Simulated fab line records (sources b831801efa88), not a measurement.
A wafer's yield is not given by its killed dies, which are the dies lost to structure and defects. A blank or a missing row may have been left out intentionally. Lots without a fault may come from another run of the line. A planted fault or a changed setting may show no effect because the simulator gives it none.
The tool behind it: which one? || flow gf180mcu || Sampling: 11 lots, 33 wafers, 4 of 602 route steps

WHAT EACH GAUGE READ, for each wafer
GF_HV_LDD_TW_MEAS_11.
{"lot": "L909", "measured": "day 10 11:28", "on": "film_metro-03", "HV_LDD_TW": "2415 2396 2394"}
{"lot": "L915", "measured": "day 11 22:56", "on": "film_metro-04", "HV_LDD_TW": "2417 2420 2422"}
{"lot": "L916", "measured": "day 12 04:31", "on": "film_metro-04", "HV_LDD_TW": "2420 2423 2432"}
{"lot": "L918", "measured": "day 12 15:07", "on": "film_metro-02", "HV_LDD_TW": "2261 2265 2264 2265 2260 2276"}
{"lot": "L919", "measured": "day 13 03:07", "on": "film_metro-02", "HV_LDD_TW": "2255 2269 2263 2262 2253 2272"}
{"lot": "L925", "measured": "day 14 21:42", "on": "film_metro-03", "HV_LDD_TW": "2399 2400 2397"}
{"lot": "L927", "measured": "day 15 10:16", "on": "film_metro-04", "HV_LDD_TW": "2436 2409 2433"}
{"lot": "L928", "measured": "day 15 21:27", "on": "film_metro-04", "HV_LDD_TW": "2430 2443 2424"}
{"lot": "L929", "measured": "day 16 04:58", "on": "film_metro-03", "HV_LDD_TW": "2426 2424 2429"}
{"lot": "L931", "measured": "day 16 17:19", "on": "film_metro-04", "HV_LDD_TW": "2430 2425 2422"}
{"lot": "L932", "measured": "day 17 02:57", "on": "film_metro-02", "HV_LDD_TW": "2382 2384 2378"}

WHAT TOOL EACH LOT RAN ON (gives the tool, then ch and the chambers of the sampled wafers, and finally the start)
{"lot": "L909", "GF_DUAL_GATE_STRIP_13": "plasma_asher-01 ch 0,1, day 8 18:55", "GF_POLY_GATE_ETCH_12": "rie_diel-01 ch 0,1,2, day 9 15:23", "GF_HV_LDD_IMPLANT_09": "implanter-04 ch 0, day 10 11:13"}
{"lot": "L915", "GF_DUAL_GATE_STRIP_13": "plasma_asher-01 ch 0,1, day 10 03:50", "GF_POLY_GATE_ETCH_12": "rie_diel-04 ch 0,1, day 11 01:26", "GF_HV_LDD_IMPLANT_09": "implanter-01 ch 0, day 11 22:43"}
{"lot": "L916", "GF_DUAL_GATE_STRIP_13": "plasma_asher-03 ch 0,1, day 10 10:05", "GF_POLY_GATE_ETCH_12": "rie_diel-02 ch 0,1,2, day 11 07:16", "GF_HV_LDD_IMPLANT_09": "implanter-04 ch 0, day 12 04:18"}
{"lot": "L918", "GF_DUAL_GATE_STRIP_13": "plasma_asher-01 ch 0,1, day 10 19:37", "GF_POLY_GATE_ETCH_12": "rie_diel-02 ch 0,1,3, day 11 17:35", "GF_HV_LDD_IMPLANT_09": "implanter-01 ch 0, day 12 14:53"}
{"lot": "L919", "GF_DUAL_GATE_STRIP_13": "plasma_asher-03 ch 0,1, day 11 06:06", "GF_POLY_GATE_ETCH_12": "rie_diel-02 ch 0,2,3, day 12 04:53", "GF_HV_LDD_IMPLANT_09": "implanter-01 ch 0, day 13 02:53"}
{"lot": "L925", "GF_DUAL_GATE_STRIP_13": "plasma_asher-03 ch 0,1, day 12 22:54", "GF_POLY_GATE_ETCH_12": "rie_diel-04 ch 0,1,3, day 13 22:34", "GF_HV_LDD_IMPLANT_09": "implanter-04 ch 0, day 14 21:27"}
{"lot": "L927", "GF_DUAL_GATE_STRIP_13": "plasma_asher-04 ch 0,1, day 13 11:31", "GF_POLY_GATE_ETCH_12": "rie_diel-02 ch 1,2,3, day 14 11:33", "GF_HV_LDD_IMPLANT_09": "implanter-04 ch 0, day 15 10:02"}
{"lot": "L928", "GF_DUAL_GATE_STRIP_13": "plasma_asher-01 ch 0,1, day 13 21:19", "GF_POLY_GATE_ETCH_12": "rie_diel-01 ch 0,1,3, day 14 21:48", "GF_HV_LDD_IMPLANT_09": "implanter-01 ch 0, day 15 21:12"}
{"lot": "L929", "GF_DUAL_GATE_STRIP_13": "plasma_asher-03 ch 0,1, day 14 03:04", "GF_POLY_GATE_ETCH_12": "rie_diel-01 ch 0,1,2, day 15 04:26", "GF_HV_LDD_IMPLANT_09": "implanter-01 ch 0, day 16 04:43"}
{"lot": "L931", "GF_DUAL_GATE_STRIP_13": "plasma_asher-01 ch 0,1, day 14 17:10", "GF_POLY_GATE_ETCH_12": "rie_diel-02 ch 0,2,3, day 15 17:21", "GF_HV_LDD_IMPLANT_09": "implanter-01 ch 0, day 16 17:05"}
{"lot": "L932", "GF_DUAL_GATE_STRIP_13": "plasma_asher-01 ch 0,1, day 14 23:07", "GF_POLY_GATE_ETCH_12": "rie_diel-02 ch 0,1, day 16 02:12", "GF_HV_LDD_IMPLANT_09": "implanter-01 ch 0, day 17 02:42"}
- GF_DUAL_GATE_STRIP_13: strips in O2/N2.
- GF_POLY_GATE_ETCH_12: etches BARC in N2/H2.
- GF_HV_LDD_IMPLANT_09

THE ANSWER, worked out from the rows above alone
Rule: usual is defined by the lots themselves. The widest of any qualifying gaps counts: lots, ordered by their means at a reading, are off when they make up no more than a third of the lots, leave a main group of 4 or more, and stand apart from it by 3 or more times the standard deviation of that group's means. A main group whose means are all the same, to the digits that the tables above print for the reading, isn't used. A lot without any number at a reading at which 4 lots or more have one is off too. Any other lot the step has rows for is counted as sound.
Off: L918, L919, seen at GF_HV_LDD_TW_MEAS_11 (HV_LDD_TW). The main group: mean 2415, standard deviation 16.
A tool fits if, at a process step before that reading, it ran every lot that is off, and no sound lot after the first of them. Gauges at GF_HV_LDD_TW_MEAS_11: tried the same way as those tools. Not one of the candidates tried fits.

WHAT THE SIMULATOR PUT IN
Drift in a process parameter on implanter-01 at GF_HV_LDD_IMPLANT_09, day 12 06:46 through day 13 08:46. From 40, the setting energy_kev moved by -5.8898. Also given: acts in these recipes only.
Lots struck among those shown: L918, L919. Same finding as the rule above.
